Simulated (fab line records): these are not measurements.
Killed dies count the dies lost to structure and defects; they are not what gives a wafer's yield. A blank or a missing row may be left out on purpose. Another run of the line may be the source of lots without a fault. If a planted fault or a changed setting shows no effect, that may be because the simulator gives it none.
One fault through the eyes of 2 desks	flow gf180mcu	each desk has only its own numbers; what lay behind them comes last

FOR THE TOOL OWNER'S DESK: pecvd-01
The tool's own readings at GF_PASSIVATION_CVD_00 (deposits SiO2 from TEOS, target thk 1000 nm, time 111.95 s): means of the sampled wafers that have a number, for each lot that ran on this tool. The brackets show how far a lot's mean lies from the usual mean; more than 4 standard deviations puts the lot out of limits, marked OUT.
Columns: A = heaterPowerOuterW at GF_PASSIVATION_CVD_00, usual 347 W; B = heaterPowerW at GF_PASSIVATION_CVD_00, usual 587 W; C = runLengthS at GF_PASSIVATION_CVD_00, usual 139.6 s
lot	first seen here	A	B	C
L913	day 28 04:35	429	693	139.5
L926	day 31 21:02	394	635	155.3 (+28) OUT
This desk finds L926 out of limits, L926 being first, at day 31 21:02 (runLengthS at GF_PASSIVATION_CVD_00). L913 stayed within limits.

FROM THE METROLOGY DESK
Lot by lot, what the gauges showed, no matter which tool ran the lot: averages of those sampled wafers that carry a number. The brackets show how far a lot's mean lies from the usual mean; more than 4 standard deviations puts the lot out of limits, marked OUT.
Columns: A = V2_CVD_00_THK at GF_V2_THK_MEAS_01, usual 600 nm; B = PASSIVATION_CVD_00_THK at GF_PASSIVATION_THK_MEAS_01, usual 1000 nm
lot	first seen here	A	B
L913	day 19 08:46	591	1003
L914	day 19 12:50	606	979
L915	day 20 04:01	605	1003
L922	day 23 05:16	597	1006
L926	day 23 22:08	597	1157 (+9.8) OUT
L927	day 24 09:01	587	978
L929	day 25 01:47	598	995
L930	day 25 11:31	608	997
L931	day 25 16:00	601	1001
L933	day 26 03:16	604	996
L936	day 27 02:26	603	990
Per this desk, out of limits: L926; the first was L926, day 31 21:08 (PASSIVATION_CVD_00_THK at GF_PASSIVATION_THK_MEAS_01). L913, L914, L915, L922, L927, L929, L930, L931, L933, L936 stayed within limits.

PUT TOGETHER
At day 31 21:02, on L926, the tool owner's desk was in a position to raise an alarm.
The metrology desk could have raised an alarm at day 31 21:08, on L926.
All the named lots went through GF_PASSIVATION_CVD_00 on pecvd-01.

WHAT WAS PUT IN BY THE SIMULATOR
pecvd-01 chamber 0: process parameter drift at GF_PASSIVATION_CVD_00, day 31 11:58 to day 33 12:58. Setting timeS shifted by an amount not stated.
Lots struck among those shown: L926.
Time in hours from fault onset to the first out-of-limits reading at each desk: tool owner's desk 9, metrology desk 9.
